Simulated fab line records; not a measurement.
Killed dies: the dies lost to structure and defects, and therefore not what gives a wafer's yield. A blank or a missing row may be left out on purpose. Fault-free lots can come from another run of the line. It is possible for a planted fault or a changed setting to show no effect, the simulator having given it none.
The tool behind it: which one? || flow gf180mcu || 6 lots, 18 wafers sampled, at 3 steps of a route of 602

WHAT THE GAUGES READ, wafer by wafer
GF_NWELL_TW_MEAS_11.
{"lot": "L627", "measured": "day 3 19:28", "on": "filmMetro-04", "NWELL_TW": "1567 1571 1572"}
{"lot": "L631", "measured": "day 4 16:50", "on": "filmMetro-03", "NWELL_TW": "1551 1554 1551"}
{"lot": "L634", "measured": "day 5 09:26", "on": "filmMetro-02", "NWELL_TW": "1541 1548 1547"}
{"lot": "L637", "measured": "day 6 00:34", "on": "filmMetro-03", "NWELL_TW": "1561 1558 1573"}
{"lot": "L640", "measured": "day 6 18:00", "on": "filmMetro-04", "NWELL_TW": "1560 1555 1553"}
{"lot": "L648", "measured": "day 8 15:08", "on": "filmMetro-04", "NWELL_TW": "1576 1576 1578"}

TOOL THAT RAN EACH LOT (tool first, then ch and the chambers of the sampled wafers, then the start)
{"lot": "L627", "GF_STI_ETCH_13": "rieDiel-03 ch 1,2,3, day 2 12:47", "GF_NWELL_IMPLANT_08": "implanter-02 ch 0, day 3 19:04"}
{"lot": "L631", "GF_STI_ETCH_13": "rieDiel-03 ch 0,2,3, day 3 09:04", "GF_NWELL_IMPLANT_08": "implanter-02 ch 0, day 4 16:28"}
{"lot": "L634", "GF_STI_ETCH_13": "rieDiel-03 ch 0,1,3, day 3 23:49", "GF_NWELL_IMPLANT_08": "implanter-01 ch 0, day 5 09:02"}
{"lot": "L637", "GF_STI_ETCH_13": "rieDiel-02 ch 0,1,2, day 4 14:56", "GF_NWELL_IMPLANT_08": "implanter-01 ch 0, day 6 00:10"}
{"lot": "L640", "GF_STI_ETCH_13": "rieDiel-01 ch 0,1,3, day 5 07:30", "GF_NWELL_IMPLANT_08": "implanter-02 ch 0, day 6 17:37"}
{"lot": "L648", "GF_STI_ETCH_13": "rieDiel-01 ch 0,2,3, day 7 00:08", "GF_NWELL_IMPLANT_08": "implanter-02 ch 0, day 8 14:44"}
- GF_STI_ETCH_13: etches the open film in CHF3/O2, stops on Si, target depth 282.31 nm, time 112.9 s.
- GF_NWELL_IMPLANT_08

THE ANSWER, worked out from the rows above alone
Rule: what is usual is taken from the lots themselves. Put in order of their means at a reading, lots are off if they are a third of the lots or fewer, leave a main group of 4 or more, and stand apart from it by a gap of 3 or more times the standard deviation of the main group's means; of several such gaps the widest counts. If all means in a main group match to the digits the tables above print for the reading, that group is not used. A lot without any number at a reading at which 4 lots or more have one is off too. Where the step has rows for the other lots, those lots are counted as sound.
No lot is off on any of the readings shown, so nothing can be concluded from this.

WHAT WAS PUT IN BY THE SIMULATOR
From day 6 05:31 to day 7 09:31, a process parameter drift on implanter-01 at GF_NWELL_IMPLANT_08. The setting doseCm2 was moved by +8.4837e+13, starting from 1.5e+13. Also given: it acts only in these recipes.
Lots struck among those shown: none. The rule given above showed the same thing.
